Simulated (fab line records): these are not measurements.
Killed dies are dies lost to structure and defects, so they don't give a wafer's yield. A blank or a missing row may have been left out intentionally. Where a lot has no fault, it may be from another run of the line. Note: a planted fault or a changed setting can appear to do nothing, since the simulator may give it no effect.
Comparing a struck lot with a sound one ; flow sky130 ; 15 out of 708 route steps
Sound: the wafers L799.2, L799.3, L799.4. Struck: wafer L812.2. (L812.3, L812.5 of the same lot were not struck and are left out.) The cause comes at the end.
Each step with rows lists, per side, the tool, then ch with its chambers, then its first start. Under that, the readings that differ: sound wafers ; struck wafers ; difference of the means ; sigmas: that difference in standard deviations of wafers without a fault.
alike: a reading whose means differ by less than 2 such deviations, as well as words and numbers matching on both sides. not compared: withheld readings; readings where some wafer has no value; bounds like >300 that might hide an equal value; numbers whose values overlap and for which the record gives no deviation.
The two part at a step that has a row with sigmas, a row that says differs or no value, or rows on one side only. Numbers that have no deviation but don't overlap get no sigmas and don't part them. A reading that every wafer of one side lacks parts them only if that side has two wafers or more.

first, 8 steps without rows for these wafers: SKY_FIELD_ISO_DEHYDRATE_05 (time 60 s); SKY_FIELD_ISO_HMDS_06 (prime time 60 s); SKY_FIELD_ISO_COAT_07 (resist thk 60 nm); SKY_FIELD_ISO_COAT_08 (resist thk 450 nm); SKY_FIELD_ISO_SOFTBAKE_09 (time 90 s); SKY_FIELD_ISO_EXPOSE_10 (exposes mask FOM, target cd 150 nm); SKY_FIELD_ISO_PEB_11; SKY_FIELD_ISO_DEVELOP_12 (develop time 60 s).
SKY_FIELD_ISO_CD_MEAS_13: target cd 150 nm.
  sound on cdSem-02, day 2 08:26; struck on cdSem-02, day 5 07:43
  alike: cdNm
SKY_FIELD_ISO_ETCH_14: etches BARC in N2/H2, stops on SiO2, time 45.9 s, target depth 60 nm.
  sound on rieDiel-03 ch 1,2,3, day 2 08:32; struck on rieDiel-04 ch 0, day 5 07:49
reading;sound;struck;difference;sigmas
rfHoursCounterH (h);113 128 118;83;-37;
  alike: drypumpMotorCurrentA, oesProductAu, runLengthS, throttleValvePct
SKY_FIELD_ISO_ETCH_15: etches the open film in CHF3/O2, stops on Si, target depth 180 nm, time 72 s.
  sound on rieDiel-03 ch 1,2,3, day 2 08:35; struck on rieDiel-04 ch 0, day 5 07:51
reading;sound;struck;difference;sigmas
oesProductAu (a.u.);0.946 0.957 0.944;0.931;-0.018;-2
rfHoursCounterH (h);113 128 118;83;-37;
  alike: drypumpMotorCurrentA, runLengthS, throttleValvePct
SKY_FIELD_ISO_STRIP_16: strips in O2/N2.
  sound on plasmaAsher-01 ch 0,1, day 2 08:38; struck on plasmaAsher-03 ch 1, day 5 07:55
  alike: drypumpMotorCurrentA, o2FlowSccm, oesProductAu, stripTimeToEndpointS
  not compared: rfHoursCounterH
SKY_FIELD_ISO_ETCH_17: etches Si in HBr/Cl2/O2, target depth 342 nm, time 97.7 s.
  sound on rieSi-01 ch 1,2,3, day 2 08:44; struck on rieSi-02 ch 0, day 5 08:01
reading;sound;struck;difference;sigmas
rfHoursCounterH (h);38 148 49;2;-76;
runLengthS (s);125.7 125.9 125.9;133.6;+7.8;+24
model.FIELD_ISO.featureDepthNm (nm);340.1 340.5 342;367.7;+26.8;
model.etch.depthNm (nm);340.1 340.5 342;367.7;+26.8;
  alike: drypumpMotorCurrentA, oesProductAu, throttleValvePct
then, 1 step without rows for these wafers: SKY_FIELD_ISO_WET_ETCH_18 (etches Si3N4 in H3PO4, target depth 25 nm, time 286 s).
-- here the record skips 44 days between the struck wafers' starts before and after, leaving off in module FIELD_ISO and picking up in module PAD_OPEN (first step shown: number 708 of the route) --
SKY_PAD_OPEN_PROBE_99:
  sound on prober-02, day 46 13:53; struck on prober-02, day 49 10:29
reading;sound;struck;difference;sigmas
killedOnRim;12 15 11;23;+10;+3
model.etest.res_p_drift_20v.lineOhmUm;1.078e+04 1.097e+04 1.12e+04;1.358e+04;+2.597e+03;
model.etest.res_p_drift_20v.rsOhmSq;9143 9213 9366;1.133e+04;+2.089e+03;
model.etest.pfet_16v.rOnOhmUm;1.522e+04 1.517e+04 1.533e+04;1.67e+04;+1.46e+03;
model.etest.resIsoPwell.rsOhmSq;2648 2669 2706;4094;+1420;
model.etest.resIsoPwell.lineOhmUm;993.3 1009 1037;1531;+518;
model.etest.resNwell.lineOhmUm;1202 1197 1228;1304;+95;
model.etest.resNwell.rsOhmSq;990.9 977.8 1006;1084;+92;
model.etest.pfet_16v.driveUaUm;239.5 239.7 240.4;223.8;-16.1;
  alike: killed_at_M0_to_M3, killed_at_M4_up, killedAtContacts, killedAtFrontEnd, killedAtOther, killedDies, killedOpen, killedShort

## WHERE THEY PART
At SKY_FIELD_ISO_ETCH_15 first; at SKY_PAD_OPEN_PROBE_99 last (within this record only).

WHY: what had been put in by the simulator
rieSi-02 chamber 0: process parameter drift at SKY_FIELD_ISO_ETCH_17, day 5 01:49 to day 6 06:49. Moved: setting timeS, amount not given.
